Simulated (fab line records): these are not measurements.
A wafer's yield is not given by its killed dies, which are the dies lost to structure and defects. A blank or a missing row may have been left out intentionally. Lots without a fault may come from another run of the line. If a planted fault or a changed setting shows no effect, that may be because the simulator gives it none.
fab line records | flow sky130 | part 2 of 2: steps 29 to 40 of 40
record: lots: 5 | wafers: 15 | lastDay: 50
route steps=708 shown VT_ADJUST_LVTN@108 VT_ADJUST_NCORE@119 VT_ADJUST_HVTR@131 VT_ADJUST_PCH@143
lots with no fault: from the same line, run without faults
startH: start of the lot's first displayed wafer, in hours after the record's first day | waitH: hours elapsed since this lot's preceding step | " the same as in the row above | L1.1+2: a row that stands for several wafers | - value missing, or start not given | * or withheld: withheld | < > ~ a bound
route shown NAME@n: a module of which the file shows steps, and the number in the route of the first | usual: mean and standard deviation over wafers with no fault | same: alike in all rows | chamber/n: place in a boat | sites: each site's reading | _std_site: the values' standard deviation | _edge_site: mean of outer sites minus mean of inner sites | radiusMm: for every site, how far away it sits from the centre of the wafer | mask NAME#n: copy n | behind: the last tool/chamber to shape the wafer | hold: reason for holding the lot/hours on hold/outcome of the hold | device: which transistor (n, p or np) failed to switch | end of line: the tests these same wafers got at the end of their route | step lacking rows: just its recipe | killed: not the wafer's yield, but the dies lost to structure and defects at the first sort | map: shows each die of a wafer: x if killed, . if not, _ if none is there
set.NAME: the setting the step ran with; set.NAME@STEP: the setting that earlier step ran with | model.NAME: the simulator's own value behind a step, which no gauge read
lots at selected steps of the route; one table per step, one row per wafer
services: when a tool's chamber went out of use (startH, in hours from the record's first day, below 0 if earlier), for how many hours, and the reason
== steps ==
step: SKY_VT_ADJUST_HVTR_PEB_05
recipe: tempC: withheld | timeS: * | resist: NOVOLAK
lot.wafer  | tool          | chamber | startH | waitH
L076.2+3+6 | lithoTrack-04 | 0       | -      | -
L082.1+5+6 | lithoTrack-03 | 0       | -      | -
L087.4+5+6 | lithoTrack-03 | 0       | -      | -
L092.2+3+6 | lithoTrack-03 | 0       | -      | -
L097.3+4+5 | lithoTrack-04 | 0       | -      | -
step: SKY_VT_ADJUST_HVTR_DEVELOP_06
recipe: developTimeS: 60 | devTempC: 23
lot.wafer  | tool          | chamber | startH | waitH
L076.2+3+6 | lithoTrack-04 | 0       | 252.22 | 0.1
L082.1+5+6 | lithoTrack-03 | 0       | 289.34 | 0.1
L087.4+5+6 | lithoTrack-03 | 0       | 300.17 | 0.1
L092.2+3+6 | lithoTrack-03 | 0       | 340.37 | 0.1
L097.3+4+5 | lithoTrack-04 | 0       | 375.35 | 0.1
step: SKY_VT_ADJUST_HVTR_CD_MEAS_07
recipe: targetCdNm: 380
usual: cdNm: 380.0/3
lot.wafer | tool     | chamber | startH | waitH | cdNm
L076.2    | cdSem-02 | -       | 252.37 | 0.1   | 375.8
L076.3    | "        | -       | "      | "     | 375.6
L076.6    | "        | -       | "      | "     | 376.9
L082.1    | cdSem-01 | -       | 289.49 | 0.1   | 379.0
L082.5    | "        | -       | "      | "     | 381.5
L082.6    | "        | -       | "      | "     | 380.7
L087.4    | cdSem-01 | -       | 300.30 | 0.1   | 382.8
L087.5    | "        | -       | "      | "     | 383.9
L087.6    | "        | -       | "      | "     | 385.2
L092.2    | cdSem-01 | -       | 340.51 | 0.1   | 378.1
L092.3    | "        | -       | "      | "     | 378.6
L092.6    | "        | -       | "      | "     | 377.8
L097.3    | cdSem-01 | -       | 375.49 | 0.1   | 382.2
L097.4    | "        | -       | "      | "     | 383.3
L097.5    | "        | -       | "      | "     | 382.4
step: SKY_VT_ADJUST_HVTR_OVL_MEAS_08
usual: VT_ADJUST_HVTR_OVL: 0.6/1.5
lot.wafer | tool       | chamber | startH | waitH | VT_ADJUST_HVTR_OVL[nm]
L076.2    | overlay-01 | -       | 252.47 | 0.1   | 1.9
L076.3    | "          | -       | "      | "     | 1.6
L076.6    | "          | -       | "      | "     | 1.2
L082.1    | overlay-02 | -       | 289.61 | 0.1   | 1.0
L082.5    | "          | -       | "      | "     | 2.8
L082.6    | "          | -       | "      | "     | 1.0
L087.4    | overlay-01 | -       | 300.38 | 0.1   | 0.3
L087.5    | "          | -       | "      | "     | -0.6
L087.6    | "          | -       | "      | "     | -1.2
L092.2    | overlay-01 | -       | 340.62 | 0.1   | 1.2
L092.3    | "          | -       | "      | "     | 1.1
L092.6    | "          | -       | "      | "     | -0.2
L097.3    | overlay-01 | -       | 375.58 | 0.1   | -0.1
L097.4    | "          | -       | "      | "     | -0.3
L097.5    | "          | -       | "      | "     | -1.4
step: SKY_VT_ADJUST_HVTR_IMPLANT_09
recipe: species: B | energyKev: 10 | doseCm2: 2.1e+12 | tiltDeg: withheld
usual: beamOnS: 9.97/0.2
lot.wafer | tool         | chamber | startH | waitH | beamOnS
L076.2    | implanter-04 | 0       | 252.53 | 0.0   | 10.26
L076.3    | "            | 0       | "      | "     | 10.05
L076.6    | "            | 0       | "      | "     | 10.10
L082.1    | implanter-04 | 0       | 289.65 | 0.0   | 10.34
L082.5    | "            | 0       | "      | "     | 9.82
L082.6    | "            | 0       | "      | "     | 10.16
L087.4    | implanter-03 | 0       | 300.48 | 0.1   | 10.17
L087.5    | "            | 0       | "      | "     | 10.03
L087.6    | "            | 0       | "      | "     | 9.29
L092.2    | implanter-04 | 0       | 340.67 | 0.0   | 9.79
L092.3    | "            | 0       | "      | "     | 9.55
L092.6    | "            | 0       | "      | "     | 9.97
L097.3    | implanter-04 | 0       | 375.65 | 0.1   | 9.96
L097.4    | "            | 0       | "      | "     | 9.84
L097.5    | "            | 0       | "      | "     | 9.90
step: SKY_VT_ADJUST_HVTR_STRIP_10
recipe: chemistry: O2/N2 | powerW: 1400 | pressureMtorr: 1500 | platenTempC: withheld | o2FlowSccm: 3000 | n2FlowSccm: 300 | overashFraction: 0.5
usual: drypumpMotorCurrentA: 5.7/0.42 | oesProductAu: 0.715/0.0047 | stripTimeToEndpointS: 14.19/0.038
lot.wafer | tool           | chamber | startH | waitH | drypumpMotorCurrentA | oesProductAu | rfHoursCounterH | stripTimeToEndpointS
L076.2    | plasmaAsher-01 | 0       | 252.65 | 0.1   | 5.3                  | 0.717        | 58              | 14.15
L076.3    | "              | 0       | "      | "     | 5.3                  | 0.717        | -               | 14.16
L076.6    | "              | 0       | "      | "     | 5.3                  | 0.719        | -               | 14.12
L082.1    | plasmaAsher-01 | 1       | 289.80 | 0.1   | 6.2                  | 0.714        | 62              | 14.18
L082.5    | "              | 0       | "      | "     | 5.2                  | 0.720        | -               | 14.19
L082.6    | "              | 1       | "      | "     | 6.2                  | 0.714        | -               | 14.15
L087.4    | plasmaAsher-03 | 0       | 300.58 | 0.1   | 6.2                  | 0.715        | -               | 14.16
L087.5    | "              | 1       | "      | "     | 5.6                  | 0.716        | -               | 14.18
L087.6    | "              | 0       | "      | "     | 6.1                  | 0.718        | -               | 14.14
L092.2    | plasmaAsher-01 | 0       | 340.80 | 0.1   | 5.2                  | 0.718        | 66              | 14.24
L092.3    | "              | 1       | "      | "     | 6.2                  | 0.720        | -               | 14.22
L092.6    | "              | 0       | "      | "     | 5.2                  | 0.721        | -               | 14.24
L097.3    | plasmaAsher-01 | 1       | 375.78 | 0.1   | 6.2                  | 0.725        | -               | 14.25
L097.4    | "              | 0       | "      | "     | 5.3                  | 0.715        | -               | 14.24
L097.5    | "              | 0       | "      | "     | 5.2                  | 0.711        | -               | 14.19
step: SKY_VT_ADJUST_HVTR_TW_MEAS_11
usual: VT_ADJUST_HVTR_TW: 211.2/1.4
lot.wafer | tool         | chamber | startH | waitH | VT_ADJUST_HVTR_TW
L076.2    | filmMetro-02 | -       | 252.76 | 0.1   | 210.0
L076.3    | "            | -       | "      | "     | 211.2
L076.6    | "            | -       | "      | "     | 210.4
L082.1    | filmMetro-03 | -       | 289.90 | 0.1   | 210.6
L082.5    | "            | -       | "      | "     | 209.7
L082.6    | "            | -       | "      | "     | 209.3
L087.4    | filmMetro-02 | -       | 300.68 | 0.1   | 211.2
L087.5    | "            | -       | "      | "     | 212.7
L087.6    | "            | -       | "      | "     | 212.2
L092.2    | filmMetro-03 | -       | 340.91 | 0.1   | 210.2
L092.3    | "            | -       | "      | "     | 209.3
L092.6    | "            | -       | "      | "     | 210.3
L097.3    | filmMetro-04 | -       | 375.87 | 0.1   | 213.6
L097.4    | "            | -       | "      | "     | 214.5
L097.5    | "            | -       | "      | "     | 212.6
step: SKY_VT_ADJUST_PCH_DEHYDRATE_00
recipe: tempC: 200 | timeS: 60
lot.wafer  | tool          | chamber | startH | waitH
L076.2+3+6 | lithoTrack-02 | 0       | 264.48 | 11.7
L082.1+5+6 | lithoTrack-04 | 0       | 301.50 | 11.6
L087.4+5+6 | lithoTrack-02 | 0       | 313.13 | 12.4
L092.2+3+6 | lithoTrack-02 | 0       | 354.48 | 13.6
L097.3+4+5 | lithoTrack-02 | 0       | 389.25 | 13.4
step: SKY_VT_ADJUST_PCH_HMDS_01
recipe: primeTimeS: 60 | primeTempC: 120
usual: primeTempC: 119.99/0.13
lot.wafer | tool          | chamber | startH | waitH | primeTempC
L076.2    | lithoTrack-02 | 0       | 264.63 | 0.1   | 119.99
L076.3    | "             | 0       | "      | "     | 119.86
L076.6    | "             | 0       | "      | "     | 120.03
L082.1    | lithoTrack-04 | 0       | 301.65 | 0.1   | 119.88
L082.5    | "             | 0       | "      | "     | 119.81
L082.6    | "             | 0       | "      | "     | 119.92
L087.4    | lithoTrack-02 | 0       | 313.28 | 0.1   | 120.11
L087.5    | "             | 0       | "      | "     | 119.80
L087.6    | "             | 0       | "      | "     | 120.11
L092.2    | lithoTrack-02 | 0       | 354.63 | 0.1   | 120.03
L092.3    | "             | 0       | "      | "     | 119.92
L092.6    | "             | 0       | "      | "     | 120.15
L097.3    | lithoTrack-02 | 0       | 389.40 | 0.1   | 120.05
L097.4    | "             | 0       | "      | "     | 120.09
L097.5    | "             | 0       | "      | "     | 120.17
step: SKY_VT_ADJUST_PCH_COAT_02
recipe: spinRpm: 2000 | resistThkNm: 3000
usual: dispensePressureKPa: 48.4/1.9
lot.wafer | tool          | chamber | startH | waitH | dispensePressureKPa
L076.2    | lithoTrack-02 | 0       | 264.78 | 0.1   | 46.3
L076.3    | "             | 0       | "      | "     | 46.3
L076.6    | "             | 0       | "      | "     | 46.3
L082.1    | lithoTrack-04 | 0       | 301.80 | 0.1   | 50.5
L082.5    | "             | 0       | "      | "     | 50.5
L082.6    | "             | 0       | "      | "     | 50.5
L087.4    | lithoTrack-02 | 0       | 313.43 | 0.1   | 46.4
L087.5    | "             | 0       | "      | "     | 46.4
L087.6    | "             | 0       | "      | "     | 46.3
L092.2    | lithoTrack-02 | 0       | 354.78 | 0.1   | 46.4
L092.3    | "             | 0       | "      | "     | 46.3
L092.6    | "             | 0       | "      | "     | 46.4
L097.3    | lithoTrack-02 | 0       | 389.55 | 0.1   | 46.4
L097.4    | "             | 0       | "      | "     | 46.3
L097.5    | "             | 0       | "      | "     | 46.4
step: SKY_VT_ADJUST_PCH_SOFTBAKE_03
recipe: tempC: 110 | timeS: withheld
lot.wafer  | tool          | chamber | startH | waitH
L076.2+3+6 | lithoTrack-02 | 0       | 264.94 | 0.1
L082.1+5+6 | lithoTrack-04 | 0       | 301.95 | 0.1
L087.4+5+6 | lithoTrack-02 | 0       | 313.60 | 0.1
L092.2+3+6 | lithoTrack-02 | 0       | 354.94 | 0.1
L097.3+4+5 | lithoTrack-02 | 0       | 389.72 | 0.1
step: SKY_VT_ADJUST_PCH_EXPOSE_04
recipe: maskId: NWM | na: 0.6 | sourceShape: conventional | sigmaOuter: 0.6 | polarization: unpolarized | targetCdNm: 840 | doseMj: 255
usual: stageVelMmS: 500.02/0.22
lot.wafer | tool            | chamber | startH | waitH | mask  | stageVelMmS
L076.2    | ilineStepper-02 | 0       | -      | -     | NWM#0 | 499.98
L076.3    | "               | 0       | "      | "     | NWM#0 | 500.14
L076.6    | "               | 0       | "      | "     | NWM#0 | 500.08
L082.1    | ilineStepper-01 | 0       | -      | -     | NWM#0 | 500.13
L082.5    | "               | 0       | "      | "     | NWM#0 | 500.29
L082.6    | "               | 0       | "      | "     | NWM#0 | 499.80
L087.4    | ilineStepper-01 | 0       | -      | -     | NWM#0 | 500.26
L087.5    | "               | 0       | "      | "     | NWM#0 | 500.12
L087.6    | "               | 0       | "      | "     | NWM#0 | 499.88
L092.2    | ilineStepper-01 | 0       | -      | -     | NWM#0 | 499.77
L092.3    | "               | 0       | "      | "     | NWM#0 | 500.08
L092.6    | "               | 0       | "      | "     | NWM#0 | 499.90
L097.3    | ilineStepper-01 | 0       | -      | -     | NWM#0 | 500.36
L097.4    | "               | 0       | "      | "     | NWM#0 | 500.28
L097.5    | "               | 0       | "      | "     | NWM#0 | 500.48
== services ==
tool            | chamber | startH | hours | kind
ilineStepper-01 | -       | 188.06 | 1.7   | pm
implanter-02    | -       | 197.65 | 108.1 | pm
implanter-04    | -       | 220.47 | 3.0   | pm
plasmaAsher-02  | -       | 240.68 | 0.9   | repair
implanter-01    | -       | 241.90 | 0.9   | repair
ilineStepper-02 | -       | 247.30 | 1.7   | pm
implanter-01    | -       | 264.06 | 0.7   | repair
ilineStepper-01 | -       | 270.04 | 2.1   | pm
plasmaAsher-03  | -       | 270.39 | 0.4   | repair
ilineStepper-01 | -       | 272.13 | -     | consumableReplace:lamp
ilineStepper-02 | 0       | 279.03 | -     | calibration
plasmaAsher-01  | -       | 279.19 | 3.9   | repair
plasmaAsher-01  | -       | 314.53 | 14.6  | pm
implanter-03    | -       | 333.51 | 7.8   | repair
ilineStepper-02 | -       | 356.40 | 8.9   | pm
plasmaAsher-02  | -       | 357.72 | 8.3   | repair
ilineStepper-02 | -       | 365.38 | 2.1   | pm
implanter-04    | -       | 366.68 | 4.0   | repair
ilineStepper-02 | -       | 367.46 | -     | consumableReplace:lamp
implanter-03    | -       | 377.74 | 3.0   | repair
ilineStepper-01 | 0       | 387.52 | -     | calibration
